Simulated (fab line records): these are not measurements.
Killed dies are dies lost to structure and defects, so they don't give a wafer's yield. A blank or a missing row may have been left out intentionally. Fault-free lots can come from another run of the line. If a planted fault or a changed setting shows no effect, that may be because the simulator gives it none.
Problem report in the 8D (eight disciplines) form, filled by code	flow sky130	the parts of the form that need people (team, actions taken, sign-off) are left out

== 1. WHAT WENT WRONG ==
At SKY_VIA2_DEVELOP_11, developer-temp-C averages 20.43 C over 6 wafers from 2 lots, while fault-free wafers read 20.99 C, standard deviation 0.095. That is -5.9 standard deviations from the usual mean.
The step: develop time 60 s.
First observed at day 38 21:00: wafer L191.3, on litho-track-02. Wafers with a number at this step in the record: 36, from 12 lots. Rule for "out", or "out of limits": more than 4 standard deviations from the usual mean. The rest of the wafers with a number are treated as sound.

== 2. WHAT IT IS, AND WHAT IT ISN'T ==
question	is	is not
which readings at this step	developer-temp-C	-
which lots	L191, L192	L187, L189, L190, L194, L199, L201, L202, L205, L206, L207
which wafers of those lots	all that have a number	-
read on which tools	litho-track-02	litho-track-03, litho-track-04
when	from day 38 21:00	up to then (9 sound wafers); but 21 sound wafers of L194, L199, L201, L202, L205, L206, L207 came after

== 3. SUSPECTS, AND WHAT RULES EACH OUT ==
Counting: any tool at a process step up to the reading is kept as a suspect provided that every lot that is out went through it and no sound lot did after the first of them.
- litho-track-02 at SKY_VIA2_DEVELOP_11 (develop time 60 s): ruled out as a lasting fault. Sound lots L207 ran on it after its first lot that is out, L191 (day 38 21:00).
Left after counting: nothing in the record.

== 4. THE CAUSE (what the simulator had put in) ==
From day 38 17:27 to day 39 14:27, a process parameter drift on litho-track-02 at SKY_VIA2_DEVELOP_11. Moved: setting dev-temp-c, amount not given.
Counting ruled it out, wrongly.

== 5. SEQUENCE OF EFFECTS, ordered by route ==
Rows list readings where the struck wafers' mean (over those with a number) sits beyond 3 standard deviations from the usual. Readings are gone through only where the record gives a usual standard deviation; hours: the median, over the lots, of the time from a lot's start at the first step in this table giving one to that lot's start at this step; sigmas: the change measured in usual standard deviations.
hours	step	reading	usual	on struck wafers	change	sigmas
0	SKY_VIA2_DEVELOP_11	developer-temp-C	20.99 C	20.43	-0.56	-5.9
It contains these process steps:
- SKY_VIA2_DEVELOP_11: develop time 60 s.
At these later measuring or inspecting steps, every struck wafer for which the step has a row has a number for every such reading, and none has moved that far: SKY_VIA2_CD_MEAS_12.

== 6. WHAT WOULD HAVE CAUGHT IT SOONER ==
The fault began at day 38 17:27; the first out-of-limits reading in this record came at day 38 21:00, 4 hours later.
